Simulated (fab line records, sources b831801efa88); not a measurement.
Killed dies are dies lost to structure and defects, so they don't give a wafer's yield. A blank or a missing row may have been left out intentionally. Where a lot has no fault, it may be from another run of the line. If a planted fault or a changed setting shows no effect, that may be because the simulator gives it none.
Shared-tool check + flow gf180mcu + 33 wafers sampled across 11 lots

== REASON FOR OPENING ==
At GF_V3_THK_MEAS_03 the reading V3_CVD_02_THK is flagged on 2 of 11 lots. No-fault wafers: 851 nm, standard deviation 11.
Rule: flag the lot when none of its wafers has a number, or when each of its wafers that has one lies beyond 4 standard deviations from that mean. As for the other lots, they are considered sound.

| lot  | measured     | on            | V3_CVD_02_THK (nm), wafer by wafer | flag    |
|------|--------------|---------------|------------------------------------|---------|
| L918 | day 22 01:11 | film-metro-01 | 861 848 872                        |         |
| L919 | day 22 06:13 | film-metro-01 | 874 870 869                        |         |
| L920 | day 23 00:06 | film-metro-02 | 850 840 865                        |         |
| L921 | day 23 05:35 | film-metro-01 | 832 840 850                        |         |
| L928 | day 25 15:16 | film-metro-03 | 575 586 587                        | FLAGGED |
| L929 | day 25 20:55 | film-metro-03 | 592 571 596                        | FLAGGED |
| L930 | day 25 22:10 | film-metro-03 | 830 852 846                        |         |
| L931 | day 26 13:59 | film-metro-02 | 863 849 857                        |         |
| L932 | day 26 20:36 | film-metro-01 | 849 853 858                        |         |
| L933 | day 27 04:18 | film-metro-03 | 833 846 857                        |         |
| L940 | day 29 01:07 | film-metro-02 | 847 859 854                        |         |
Average over the flagged lots: 584 nm; offset from the usual -266 nm, equal to -24 standard deviations.

== TOOL THAT RAN EACH LOT ==
3 process steps preceding the reading are held in the record, out of 602 steps in the route. Every cell lists first the tool, next ch and the chambers used by the sampled wafers, and last the start.
| lot  | flag    | GF_V2_SPUTTER_21             | GF_M3_METAL_ETCH_16               | GF_V3_CVD_02                    |
|------|---------|------------------------------|-----------------------------------|---------------------------------|
| L918 |         | pvd-sputter-04, day 20 23:20 | rie-metal-01 ch 1, day 22 00:13   | pecvd-01 ch 0,1, day 22 01:06   |
| L919 |         | pvd-sputter-04, day 21 04:24 | rie-metal-01 ch 1, day 22 05:19   | pecvd-01 ch 0,1,2, day 22 06:09 |
| L920 |         | pvd-sputter-03, day 21 22:53 | rie-metal-02 ch 0,1, day 22 23:13 | pecvd-03 ch 0,2, day 23 00:01   |
| L921 |         | pvd-sputter-02, day 22 03:56 | rie-metal-01 ch 0,1, day 23 04:43 | pecvd-04 ch 0,1, day 23 05:31   |
| L928 | FLAGGED | pvd-sputter-03, day 24 15:23 | rie-metal-03 ch 0,1, day 25 14:25 | pecvd-01 ch 0,2, day 25 15:10   |
| L929 | FLAGGED | pvd-sputter-03, day 24 21:56 | rie-metal-03 ch 0,1, day 25 20:02 | pecvd-01 ch 0,1,2, day 25 20:50 |
| L930 |         | pvd-sputter-03, day 24 23:37 | rie-metal-02 ch 0, day 25 21:13   | pecvd-03 ch 0,1,2, day 25 22:05 |
| L931 |         | pvd-sputter-02, day 25 15:25 | rie-metal-02 ch 0,1, day 26 13:08 | pecvd-03 ch 0,1,2, day 26 13:55 |
| L932 |         | pvd-sputter-02, day 25 21:41 | rie-metal-01 ch 0,1, day 26 19:40 | pecvd-04 ch 1,2, day 26 20:27   |
| L933 |         | pvd-sputter-02, day 26 05:42 | rie-metal-01 ch 0,1, day 27 03:25 | pecvd-03 ch 0,1, day 27 04:14   |
| L940 |         | pvd-sputter-02, day 28 04:16 | rie-metal-02 ch 0,1, day 29 00:14 | pecvd-04 ch 0,1, day 29 01:02   |
What the steps here do:
- GF_V2_SPUTTER_21: material Ti, target thk 15 nm, time 80.02 s.
- GF_M3_METAL_ETCH_16: etches the open film in Cl2/BCl3, stops on SiO2, target depth 750.8 nm, time 125.1 s.
- GF_V3_CVD_02: deposits SiO2 from TEOS, target thk 850 nm, time 94.851 s.
- GF_V3_THK_MEAS_03

== FLAGGED OVER TOTAL, TOOL BY TOOL (the gauges that took the reading come last) ==
| step                | tool           | lots run | flagged | share of the flagged lots | sound lots run after its first flagged lot |
|---------------------|----------------|----------|---------|---------------------------|--------------------------------------------|
| GF_V2_SPUTTER_21    | pvd-sputter-02 | 5        | 0       | none                      | -                                          |
| GF_V2_SPUTTER_21    | pvd-sputter-03 | 4        | 2       | all                       | 1 (L930)                                   |
| GF_V2_SPUTTER_21    | pvd-sputter-04 | 2        | 0       | none                      | -                                          |
| GF_M3_METAL_ETCH_16 | rie-metal-01   | 5        | 0       | none                      | -                                          |
| GF_M3_METAL_ETCH_16 | rie-metal-02   | 4        | 0       | none                      | -                                          |
| GF_M3_METAL_ETCH_16 | rie-metal-03   | 2        | 2       | all                       | 0                                          |
| GF_V3_CVD_02        | pecvd-01       | 4        | 2       | all                       | 0                                          |
| GF_V3_CVD_02        | pecvd-03       | 4        | 0       | none                      | -                                          |
| GF_V3_CVD_02        | pecvd-04       | 3        | 0       | none                      | -                                          |
| GF_V3_THK_MEAS_03   | film-metro-01  | 4        | 0       | none                      | -                                          |
| GF_V3_THK_MEAS_03   | film-metro-02  | 3        | 0       | none                      | -                                          |
| GF_V3_THK_MEAS_03   | film-metro-03  | 4        | 2       | all                       | 2 (L930,L933)                              |

== WHAT IS ALLOWED BY THE TABLE ==
4 rows of the table ran every flagged lot: pvd-sputter-03 at GF_V2_SPUTTER_21, rie-metal-03 at GF_M3_METAL_ETCH_16, pecvd-01 at GF_V3_CVD_02, film-metro-03 at GF_V3_THK_MEAS_03.
- pvd-sputter-03 at GF_V2_SPUTTER_21 ran 4 lots, 2 of them flagged. Sound lots followed the first flagged one (L930) on it, something a lasting fault affecting the whole tool could not allow.
- rie-metal-03 at GF_M3_METAL_ETCH_16 ran 2 lots, 2 of them flagged. In this sample it ran no sound lot ahead of its first flagged lot, so there is no way to narrow down the start.
- pecvd-01 at GF_V3_CVD_02 ran 4 lots, 2 of them flagged. Its last sound lot is L919 (day 22 06:09), its first flagged lot L928 (day 25 15:10): a fault that began between those two fits.
- film-metro-03 at GF_V3_THK_MEAS_03 ran 4 lots, 2 of them flagged. Sound lots followed the first flagged one (L930, L933) on it, something a lasting fault affecting the whole tool could not allow.
A lot count leaves these 2 tools indistinguishable: every one of them fits a fault beginning at some hour. More lots, or a look at what each step does to the wafer, might.

== WHAT WAS PUT IN BY THE SIMULATOR ==
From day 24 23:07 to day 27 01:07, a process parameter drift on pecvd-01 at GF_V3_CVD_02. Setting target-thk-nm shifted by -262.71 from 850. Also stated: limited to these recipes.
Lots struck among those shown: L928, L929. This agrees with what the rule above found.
